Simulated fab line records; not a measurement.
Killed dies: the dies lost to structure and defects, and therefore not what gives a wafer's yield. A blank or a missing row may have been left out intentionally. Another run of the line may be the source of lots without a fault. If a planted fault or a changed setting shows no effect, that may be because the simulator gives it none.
fab line records	flow sfq-line
record lots=14	wafers=42	last-day=81
route steps=325 shown I0@53 M1@66 M3@129 I4@165
lots with no fault: from the same line, run without faults
start-h: start of the lot's first displayed wafer, in hours after the record's first day	wait-h: hours elapsed since this lot's preceding step	" unchanged from the row above	L1.1+2: a single row standing in for several wafers	- no value, or no start was given	* or withheld: withheld	< > ~ a bound
route shown NAME@n: NAME is a module with steps in the file, n the number in the route of the first one	usual: mean/standard deviation taken from wafers without a fault	same: alike in all rows	chamber/n: place in a boat	sites: each site's reading	_std_site: the standard deviation of these	_edge_site: the outer-site mean with the inner-site mean subtracted	radius-mm: for every site, how far away it sits from the centre of the wafer	mask NAME#n: copy n	behind: the tool/chamber that last shaped the wafer	hold: cause of the lot's hold/its duration in hours/its outcome	device: whichever transistor did not switch (one of n, p or np)	end of line: the route-end tests of the same wafers	a step given without rows: its recipe and nothing more	killed: dies lost to structure and defects at the first sort, not the wafer's yield	map: the dies of a wafer, with x for killed, . for not killed, _ for no die there
set.NAME: the setting as run; set.NAME@STEP: as run at that earlier step	model.NAME: the simulator's own value behind a step, which no gauge read
a sample of lots followed through the steps of the route, with each step as a table and each wafer as a row
services: a tool's chamber out of use, with start hour (start-h, from the record's first day; less than 0 if before it), hours out, and reason
## steps
# step SFQ_I0_OVL_MEAS_908
# usual I0_OVL=-4/5.4
lot.wafer	tool	chamber	start-h	wait-h	I0_OVL[nm]
L929.2	overlay-01	-	306.14	0.1	-1
L929.4	"	-	"	"	1
L929.6	"	-	"	"	1
L930.3	overlay-02	-	309.75	0.1	-7
L930.4	"	-	"	"	-2
L930.5	"	-	"	"	0
L931.3	overlay-01	-	373.36	0.1	-2
L931.4	"	-	"	"	-7
L931.5	"	-	"	"	1
L933.2	overlay-02	-	397.48	0.1	-2
L933.3	"	-	"	"	0
L933.5	"	-	"	"	-9
L937.1	overlay-01	-	411.87	0.1	-2
L937.2	"	-	"	"	-2
L937.4	"	-	"	"	11
L938.1	overlay-02	-	416.67	0.1	1
L938.3	"	-	"	"	-1
L938.5	"	-	"	"	-7
L940.1	overlay-02	-	421.47	0.1	-8
L940.4	"	-	"	"	-1
L940.5	"	-	"	"	0
L942.1	overlay-02	-	425.07	0.1	-11
L942.3	"	-	"	"	-12
L942.4	"	-	"	"	-10
L943.1	overlay-01	-	428.67	0.1	-2
L943.2	"	-	"	"	-1
L943.6	"	-	"	"	-3
L946.1	overlay-02	-	435.87	0.1	-13
L946.5	"	-	"	"	0
L946.6	"	-	"	"	-9
L948.2	overlay-01	-	439.47	0.1	-7
L948.3	"	-	"	"	5
L948.5	"	-	"	"	3
L949.2	overlay-02	-	441.87	0.1	-15
L949.4	"	-	"	"	-10
L949.5	"	-	"	"	-11
L950.1	overlay-01	-	449.07	0.1	10
L950.2	"	-	"	"	-6
L950.3	"	-	"	"	3
L951.1	overlay-02	-	451.47	0.1	-10
L951.4	"	-	"	"	-6
L951.5	"	-	"	"	-12
# step SFQ_TRILAYER_M1_LITHO_PEB_042
# recipe peb-temp-c=115	peb-time-s=60	resist=KrF
# usual chill-plate-temp-C=23.01/0.1	exhaust-pa=45.0/0.87	resist-line-temp-C=23.02/0.11
lot.wafer	tool	chamber	start-h	wait-h	chill-plate-temp-C	exhaust-pa	resist-line-temp-C
L929.2	litho-track-03	0	378.95	0.8	23.00	45.4	22.96
L929.4	"	0	"	"	23.02	45.6	23.03
L929.6	"	0	"	"	22.89	46.8	22.98
L930.3	litho-track-03	0	380.17	0.7	23.28	44.0	23.01
L930.4	"	0	"	"	23.12	44.5	22.97
L930.5	"	0	"	"	23.13	43.8	23.05
L931.3	litho-track-03	0	382.57	0.7	22.93	47.0	23.15
L931.4	"	0	"	"	23.02	45.7	23.23
L931.5	"	0	"	"	23.02	45.5	23.07
L933.2	litho-track-01	0	400.84	0.8	22.74	46.2	23.05
L933.3	"	0	"	"	22.85	45.7	23.14
L933.5	"	0	"	"	22.84	44.0	23.07
L937.1	litho-track-02	-	415.54	1.0	-	-	-
L937.2	"	-	"	"	-	-	-
L937.4	"	-	"	"	-	-	-
L938.1	litho-track-03	-	420.49	1.0	-	-	-
L938.3	"	-	"	"	-	-	-
L938.5	"	-	"	"	-	-	-
L940.1	litho-track-03	0	424.68	1.0	23.02	45.2	23.09
L940.4	"	0	"	"	22.98	45.2	23.07
L940.5	"	0	"	"	23.02	44.1	22.93
L942.1	litho-track-02	0	431.10	1.0	23.04	45.7	22.87
L942.3	"	0	"	"	22.92	45.1	22.96
L942.4	"	0	"	"	22.68	44.8	23.02
L943.1	litho-track-02	0	432.30	1.0	22.90	44.8	22.78
L943.2	"	0	"	"	23.06	45.3	22.86
L943.6	"	0	"	"	22.96	43.5	22.90
L946.1	litho-track-03	0	440.36	1.0	23.12	44.3	22.96
L946.5	"	0	"	"	22.95	43.8	22.82
L946.6	"	0	"	"	23.05	44.5	22.85
L948.2	litho-track-02	0	442.78	0.8	23.17	44.2	22.88
L948.3	"	0	"	"	23.03	45.3	22.83
L948.5	"	0	"	"	23.08	43.8	22.98
L949.2	litho-track-03	0	445.18	0.8	23.04	46.0	22.92
L949.4	"	0	"	"	23.24	43.0	22.96
L949.5	"	0	"	"	23.07	44.0	22.84
L950.1	litho-track-03	0	452.28	1.0	23.02	45.2	22.91
L950.2	"	0	"	"	23.01	45.1	22.75
L950.3	"	0	"	"	22.92	44.6	22.88
L951.1	litho-track-02	0	455.28	1.0	22.93	45.7	23.01
L951.4	"	0	"	"	23.03	44.3	23.11
L951.5	"	0	"	"	22.85	45.3	22.90
# step SFQ_TRILAYER_M3_BARC_OPEN_METAL_ETCH_100
# recipe mask-material=PR	chemistry=O2	target-depth-nm=125	target=BARC	icp-w=600	bias-w=80	pressure-mtorr=10	time-s=41.7
# usual drypump-motor-current-A=5.9/0.48	he-backside-leak-sccm=3.47/0.17	oes-product-au=0.685/0.0048
# same time-s=41.7
lot.wafer	tool	chamber	start-h	wait-h	drypump-motor-current-A	he-backside-leak-sccm	oes-product-au	rf-hours-counter-h
L929.2	rie-metal-03	0	689.08	0.0	5.5	3.59	0.690	120
L929.4	"	1	"	"	6.3	3.56	0.684	-
L929.6	"	1	"	"	6.3	3.60	0.678	-
L930.3	rie-metal-01	1	690.28	0.0	5.7	3.44	0.686	-
L930.4	"	0	"	"	5.8	3.49	0.683	-
L930.5	"	1	"	"	5.7	3.45	0.692	-
L931.3	rie-metal-02	0	692.62	0.0	6.5	3.38	0.681	-
L931.4	"	1	"	"	5.2	3.32	0.684	-
L931.5	"	1	"	"	5.2	3.52	0.689	-
L933.2	rie-metal-01	0	715.90	0.0	5.8	3.55	0.688	123
L933.3	"	1	"	"	5.7	3.51	0.686	-
L933.5	"	1	"	"	5.7	3.32	0.692	-
L937.1	rie-metal-01	0	784.21	0.0	5.8	3.98	0.690	134
L937.2	"	0	"	"	5.8	3.78	0.690	-
L937.4	"	0	"	"	5.8	3.69	0.687	-
L938.1	rie-metal-02	1	908.62	0.0	5.2	3.68	0.686	126
L938.3	"	0	"	"	6.5	3.32	0.684	-
L938.5	"	1	"	"	5.2	3.63	0.681	-
L940.1	rie-metal-02	1	915.37	0.0	5.2	3.58	0.676	128
L940.4	"	0	"	"	6.5	3.42	0.683	-
L940.5	"	0	"	"	6.5	3.53	0.680	-
L942.1	rie-metal-02	0	1039.09	0.0	6.5	3.33	0.684	91
L942.3	"	1	"	"	5.2	3.64	0.685	-
L942.4	"	0	"	"	6.5	3.39	0.680	-
L943.1	rie-metal-03	0	1040.29	0.0	5.6	3.46	0.696	21
L943.2	"	1	"	"	6.3	3.44	0.685	146
L943.6	"	1	"	"	6.3	3.44	0.680	-
L946.1	rie-metal-03	0	1049.89	0.0	5.5	3.24	0.689	22
L946.5	"	1	"	"	6.3	3.66	0.683	-
L946.6	"	0	"	"	5.5	3.24	0.694	-
L948.2	rie-metal-03	0	1053.49	0.0	5.6	3.36	0.689	23
L948.3	"	1	"	"	6.3	3.63	0.689	-
L948.5	"	1	"	"	6.3	3.73	0.683	-
L949.2	rie-metal-02	0	1054.69	0.0	6.5	3.33	0.680	94
L949.4	"	0	"	"	6.5	3.29	0.686	-
L949.5	"	1	"	"	5.2	3.63	0.701	-
L950.1	rie-metal-01	1	1057.09	0.0	5.7	3.13	0.683	41
L950.2	"	0	"	"	5.8	3.64	0.686	11
L950.3	"	1	"	"	5.8	3.31	0.683	-
L951.1	rie-metal-03	0	1059.49	0.0	5.5	3.28	0.690	24
L951.4	"	0	"	"	5.6	3.33	0.682	-
L951.5	"	1	"	"	6.3	3.50	0.682	-
# step SFQ_I4_BOW_MEAS_927
# recipe mode=bow
# usual I4_BOW=3/11
lot.wafer	tool	chamber	start-h	wait-h	I4_BOW[um]
L929.2	film-metro-01	-	870.88	2.5	-13
L929.4	"	-	"	"	-17
L929.6	"	-	"	"	-17
L930.3	film-metro-02	-	872.61	1.0	-11
L930.4	"	-	"	"	3
L930.5	"	-	"	"	5
L931.3	film-metro-01	-	878.61	2.0	0
L931.4	"	-	"	"	-10
L931.5	"	-	"	"	3
L933.2	film-metro-01	-	896.59	1.5	-1
L933.3	"	-	"	"	-5
L933.5	"	-	"	"	-2
L937.1	film-metro-01	-	1043.00	2.0	7
L937.2	"	-	"	"	6
L937.4	"	-	"	"	-5
L938.1	film-metro-01	-	1074.88	2.5	4
L938.3	"	-	"	"	-3
L938.5	"	-	"	"	-4
L940.1	film-metro-01	-	1098.88	2.0	25
L940.4	"	-	"	"	6
L940.5	"	-	"	"	4
L942.1	film-metro-03	-	1170.40	1.0	-1
L942.3	"	-	"	"	15
L942.4	"	-	"	"	9
L943.1	film-metro-02	-	1172.20	2.5	-6
L943.2	"	-	"	"	-6
L943.6	"	-	"	"	6
L946.1	film-metro-02	-	1176.40	1.0	1
L946.5	"	-	"	"	-10
L946.6	"	-	"	"	5
L948.2	film-metro-02	-	1179.42	1.0	13
L948.3	"	-	"	"	3
L948.5	"	-	"	"	10
L949.2	film-metro-03	-	1181.22	2.5	7
L949.4	"	-	"	"	7
L949.5	"	-	"	"	12
L950.1	film-metro-03	-	1192.10	2.5	4
L950.2	"	-	"	"	-10
L950.3	"	-	"	"	0
L951.1	film-metro-03	-	1297.18	2.5	-1
L951.4	"	-	"	"	-15
L951.5	"	-	"	"	-5
## services
tool	chamber	start-h	hours	kind
rie-metal-03	-	367.14	15.6	pm
rie-metal-02	0	372.86	-	clean
rie-metal-02	0	372.86	26.0	scheduled-down
rie-metal-02	0	372.86	26.0	vent-cycle
rie-metal-02	-	382.65	0.1	repair
rie-metal-02	0	435.59	19.1	repair
rie-metal-02	-	510.70	0.5	repair
rie-metal-03	0	511.25	41.3	repair
rie-metal-02	-	524.55	2.8	pm
rie-metal-03	1	531.38	1.5	repair
rie-metal-01	-	533.91	2.8	pm
rie-metal-01	-	572.83	2.1	repair
rie-metal-02	-	647.86	4.0	pm
rie-metal-01	-	652.68	4.0	pm
rie-metal-01	0	679.05	3.2	repair
rie-metal-03	1	718.17	6.1	repair
rie-metal-02	-	757.38	2.8	repair
rie-metal-03	1	792.92	1.7	repair
rie-metal-03	-	828.91	2.8	pm
rie-metal-03	0	884.34	-	clean
rie-metal-03	0	884.34	14.4	scheduled-down
rie-metal-03	0	884.34	14.4	vent-cycle
rie-metal-03	-	983.29	1.4	pm
rie-metal-01	-	1037.22	4.5	repair
## key
first-sign step=SFQ_TRILAYER_M1_LITHO_PEB_042	reading=tool-record	direction=missing
effect none on later readings
met-at SFQ_TRILAYER_M1_LITHO_PEB_042
struck-lots L937,L938
not-acting-at SFQ_I0_OVL_MEAS_908,SFQ_TRILAYER_M3_BARC_OPEN_METAL_ETCH_100,SFQ_I4_BOW_MEAS_927
onset-between 382.57 415.54
fault kind=skipped-step-whole	tool=litho-track-02,litho-track-03	chamber=-	onset-h=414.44	steps=SFQ_TRILAYER_M1_LITHO_PEB_042	scope=struck-lots-only
